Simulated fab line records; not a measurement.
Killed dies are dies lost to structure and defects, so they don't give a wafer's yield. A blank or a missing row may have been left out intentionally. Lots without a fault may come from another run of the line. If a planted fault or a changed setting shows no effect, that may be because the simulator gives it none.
Chamber matching / flow gf180mcu / cmp-01 running GF_CONTACT_CMP_27: 4 sister chambers
The step polishes, stops on SiO2, t overpolish 15 s, target thk 0 nm. 8 wafers are shown with their chamber, then 9 later ones without.

## WAFERS PAIRED WITH THEIR CHAMBERS
wafer=L977.1; chamber=0; motor-current-A (A)=11.3; time-to-endpoint-s (s)=71.1
wafer=L981.1; chamber=1; motor-current-A (A)=11.6; time-to-endpoint-s (s)=73.6
wafer=L983.1; chamber=3; motor-current-A (A)=9.6; time-to-endpoint-s (s)=67.3
wafer=L983.2; chamber=2; motor-current-A (A)=10.0; time-to-endpoint-s (s)=71.2
wafer=L983.3; chamber=0; motor-current-A (A)=10.4; time-to-endpoint-s (s)=64.3
wafer=L984.1; chamber=3; motor-current-A (A)=9.1; time-to-endpoint-s (s)=69.9
wafer=L984.3; chamber=1; motor-current-A (A)=12.6; time-to-endpoint-s (s)=69.5
wafer=L984.5; chamber=2; motor-current-A (A)=11.0; time-to-endpoint-s (s)=69.5

## WAFERS WITHOUT THEIR CHAMBER
wafer=L990.1; motor-current-A (A)=9.6; time-to-endpoint-s (s)=79.5
wafer=L990.3; motor-current-A (A)=10.4; time-to-endpoint-s (s)=77.3
wafer=L991.1; motor-current-A (A)=11.4; time-to-endpoint-s (s)=77.8
wafer=L991.6; motor-current-A (A)=9.1; time-to-endpoint-s (s)=72.7
wafer=L992.1; motor-current-A (A)=9.6; time-to-endpoint-s (s)=78.4
wafer=L992.3; motor-current-A (A)=10.0; time-to-endpoint-s (s)=78.9
wafer=L995.2; motor-current-A (A)=11.0; time-to-endpoint-s (s)=72.1
wafer=L995.4; motor-current-A (A)=9.1; time-to-endpoint-s (s)=70.4
wafer=L995.5; motor-current-A (A)=11.4; time-to-endpoint-s (s)=71.2

## CHAMBER TAKEN BY EACH
wafer=L990.1; from the rows above=can't be placed: 2 or 3 or 0 or 1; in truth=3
wafer=L990.3; from the rows above=can't be placed: 2 or 0 or 1 or 3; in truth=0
wafer=L991.1; from the rows above=can't be placed: 1 or 2 or 0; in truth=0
wafer=L991.6; from the rows above=can't be placed: 3 or 2 or 0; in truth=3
wafer=L992.1; from the rows above=can't be placed: 2 or 3 or 0 or 1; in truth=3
wafer=L992.3; from the rows above=can't be placed: 2 or 3 or 0 or 1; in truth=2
wafer=L995.2; from the rows above=can't be placed: 2 or 0 or 1 or 3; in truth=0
wafer=L995.4; from the rows above=can't be placed: 3 or 2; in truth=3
wafer=L995.5; from the rows above=can't be placed: 1 or 0 or 2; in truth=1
0 of 9 placed correctly. Not placeable from these rows: 9 (in 9, the candidates include the true chamber). Wrongly placed: 0.
How it was worked out, from the rows above alone: a wafer's distance from a chamber is the root of the sum, over the readings, of the square of ((its reading less the chamber's mean) divided by the reading's scatter). If the next closest chamber is less than 2 further off than the closest, the wafer can't be placed; otherwise it belongs to the closest. Each chamber's mean is taken over the wafers shown for it. The scatter: the root of (the sum of the squares of (reading less its chamber's mean) over the shown wafers, divided by (wafers less chambers)).
